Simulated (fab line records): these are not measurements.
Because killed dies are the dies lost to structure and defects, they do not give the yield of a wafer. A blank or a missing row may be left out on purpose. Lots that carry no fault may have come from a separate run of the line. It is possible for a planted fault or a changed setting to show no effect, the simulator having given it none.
Matching of chambers -- flow sky130 -- SKY_CAP2M_CVD_00 on pecvd-01: 3 sister chambers
The step deposits SiO2, target thk 15.5 nm. 6 wafers are shown with their chamber, then 7 later ones without.

## WAFERS WITH THEIR CHAMBER
wafer,chamber,heater_power_w (W)
L077.5,2,562
L086.2,0,742
L086.4,2,578
L086.5,1,639
L091.2,0,727
L091.3,1,725

## WAFERS WITH NO CHAMBER GIVEN
wafer,heater_power_w (W)
L091.6,721
L092.3,590
L092.5,580
L092.6,790
L094.1,645
L094.3,587
L094.5,652

## WHICH CHAMBER EACH ONE RAN IN
wafer,from the rows above,in truth
L091.6,can't be placed: 0 or 1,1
L092.3,can't be placed: 2 or 1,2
L092.5,2,2
L092.6,can't be placed: 0 or 1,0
L094.1,can't be placed: 1 or 2 or 0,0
L094.3,2,2
L094.5,can't be placed: 1 or 2 or 0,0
Correctly placed: 2 of 7. Unplaceable from these rows: 5, with the true chamber sitting among the candidates in 5. Wrongly placed: 0.
How it was worked out, from the rows above alone: a wafer's distance from a chamber is the root of the sum, over the readings, of the square of ((its reading less the chamber's mean) divided by the reading's scatter). The wafer belongs to the nearest chamber; if the next one is less than 2 further off, it can't be placed. The mean given for a chamber averages the wafers shown for that chamber. The scatter: the root of (the sum of the squares of (reading less its chamber's mean) over the shown wafers, divided by (wafers less chambers)).
